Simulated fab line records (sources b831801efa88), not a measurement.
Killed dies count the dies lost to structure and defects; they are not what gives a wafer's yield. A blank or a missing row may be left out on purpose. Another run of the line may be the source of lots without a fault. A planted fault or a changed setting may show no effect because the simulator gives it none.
Chamber matching :: flow gf180mcu :: GF_STI_ETCH_14 on rieSi-02 has 4 sister chambers
The step etches Si in HBr/Cl2/O2, target depth 360 nm, time 102.9 s. 8 wafers are shown with their chamber, then 11 later ones without.

## EACH WAFER AND ITS CHAMBER
wafer: L596.2
chamber: 1
drypumpMotorCurrentA (A): 5.5
oesProductAu (a.u.): 1.003

wafer: L596.6
chamber: 1
drypumpMotorCurrentA (A): 5.5
oesProductAu (a.u.): 1.007

wafer: L601.1
chamber: 3
drypumpMotorCurrentA (A): 5.1
oesProductAu (a.u.): 0.989

wafer: L602.1
chamber: 0
drypumpMotorCurrentA (A): 5.7
oesProductAu (a.u.): 1.010

wafer: L602.5
chamber: 0
drypumpMotorCurrentA (A): 5.6
oesProductAu (a.u.): 1.009

wafer: L603.5
chamber: 2
drypumpMotorCurrentA (A): 5.8
oesProductAu (a.u.): 0.999

wafer: L603.6
chamber: 3
drypumpMotorCurrentA (A): 5.1
oesProductAu (a.u.): 1.005

wafer: L604.1
chamber: 2
drypumpMotorCurrentA (A): 5.8
oesProductAu (a.u.): 0.997

## WAFERS MISSING THEIR CHAMBER
wafer: L604.4
drypumpMotorCurrentA (A): 5.5
oesProductAu (a.u.): 1.007

wafer: L604.5
drypumpMotorCurrentA (A): 5.8
oesProductAu (a.u.): 0.995

wafer: L605.1
drypumpMotorCurrentA (A): 5.1
oesProductAu (a.u.): 0.995

wafer: L605.5
drypumpMotorCurrentA (A): 5.8
oesProductAu (a.u.): 0.978

wafer: L605.6
drypumpMotorCurrentA (A): 5.1
oesProductAu (a.u.): 1.003

wafer: L606.1
drypumpMotorCurrentA (A): 5.5
oesProductAu (a.u.): 1.012

wafer: L606.3
drypumpMotorCurrentA (A): 5.7
oesProductAu (a.u.): 1.010

wafer: L606.5
drypumpMotorCurrentA (A): 5.5
oesProductAu (a.u.): 1.020

wafer: L607.2
drypumpMotorCurrentA (A): 5.8
oesProductAu (a.u.): 0.996

wafer: L607.4
drypumpMotorCurrentA (A): 5.5
oesProductAu (a.u.): 1.012

wafer: L607.5
drypumpMotorCurrentA (A): 5.1
oesProductAu (a.u.): 0.991

## CHAMBER TAKEN BY EACH
wafer: L604.4
from the rows above: 1
in truth: 1

wafer: L604.5
from the rows above: 2
in truth: 2

wafer: L605.1
from the rows above: 3
in truth: 3

wafer: L605.5
from the rows above: 2
in truth: 2

wafer: L605.6
from the rows above: 3
in truth: 3

wafer: L606.1
from the rows above: 1
in truth: 1

wafer: L606.3
from the rows above: 0
in truth: 0

wafer: L606.5
from the rows above: 1
in truth: 1

wafer: L607.2
from the rows above: 2
in truth: 2

wafer: L607.4
from the rows above: 1
in truth: 1

wafer: L607.5
from the rows above: 3
in truth: 3
11 of 11 placed correctly. From these rows, 0 cannot be placed. Placed wrongly: 0.
How it was worked out, from the rows above alone: a wafer's distance from a chamber is the root of the sum, over the readings, of the square of ((its reading less the chamber's mean) divided by the reading's scatter). If the next closest chamber is less than 2 further off than the closest, the wafer can't be placed; otherwise it belongs to the closest. The mean given for a chamber averages the wafers shown for that chamber. How the scatter is found: for the shown wafers, subtract from each reading the mean of its chamber, square and add these, divide the total by (wafers less chambers), then take the root.
